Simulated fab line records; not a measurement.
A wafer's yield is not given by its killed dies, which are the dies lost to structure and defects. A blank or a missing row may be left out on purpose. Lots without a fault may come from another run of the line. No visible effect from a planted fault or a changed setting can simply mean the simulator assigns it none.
One fault seen from 2 desks + flow gf180mcu + what lay behind the numbers comes last; until then each desk has only its own

## TOOL OWNER'S DESK, rie_diel-03
The tool's own readings at GF_PASSIVATION_ETCH_11 (etches the open film in CF4/O2, stops on TiN, target depth 1800 nm, time 390.4 s): means of the sampled wafers that have a number, for each lot that ran on this tool. A lot is out of limits, marked OUT, if its mean lies more than 4 standard deviations from the usual mean; the brackets give that distance.
Columns: A = drypump_motor_current_A at GF_PASSIVATION_ETCH_11, usual 5.7 A; B = oes_product_au at GF_PASSIVATION_ETCH_11, usual 0.975 a.u.; C = throttle_valve_pct at GF_PASSIVATION_ETCH_11, usual 5.964 %
| lot  | first seen here | A   | B                | C     |
|------|-----------------|-----|------------------|-------|
| L804 | day 32 11:48    | 5.9 | 0.944 (-4.7) OUT | 5.950 |
This desk finds L804 out of limits, L804 being first, at day 32 11:48 (oes_product_au at GF_PASSIVATION_ETCH_11). In limits: none.

## AT THE METROLOGY DESK
Means of the sampled wafers that have a number, per lot and without regard to the tool the lot ran on: this is what the gauges read. A lot is out of limits, marked OUT, if its mean lies more than 4 standard deviations from the usual mean; the brackets give that distance.
Columns: A = V5_OVL at GF_V5_OVL_MEAS_15, usual -5 nm
| lot  | first seen here | A   |
|------|-----------------|-----|
| L792 | day 27 10:21    | -4  |
| L793 | day 27 11:38    | -10 |
| L794 | day 27 22:52    | -2  |
| L795 | day 28 02:52    | -3  |
| L796 | day 28 10:22    | -5  |
| L797 | day 28 18:35    | 3   |
| L804 | day 30 23:44    | -9  |
| L808 | day 32 02:16    | -5  |
| L809 | day 32 04:03    | -8  |
| L810 | day 32 10:35    | -11 |
| L811 | day 32 14:46    | -11 |
| L813 | day 33 03:34    | -2  |
| L814 | day 33 09:49    | -7  |
This desk's finding: nothing out of limits on any of the 13 lots.

## TAKEN TOGETHER
On L804, at day 32 11:48, an alarm was possible from the tool owner's desk.
At the metrology desk, nothing out of limits was observed.
The metrology desk has L804 on record, within its limits.
Every lot named ran GF_PASSIVATION_ETCH_11 on rie_diel-03.

## WHAT WAS PUT IN BY THE SIMULATOR
rie_diel-03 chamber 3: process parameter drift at GF_PASSIVATION_ETCH_11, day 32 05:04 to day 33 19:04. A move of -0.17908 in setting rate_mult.
Struck lots among those shown: L804.
Time in hours from fault onset to the first out-of-limits reading at each desk: the tool owner's desk, 7.
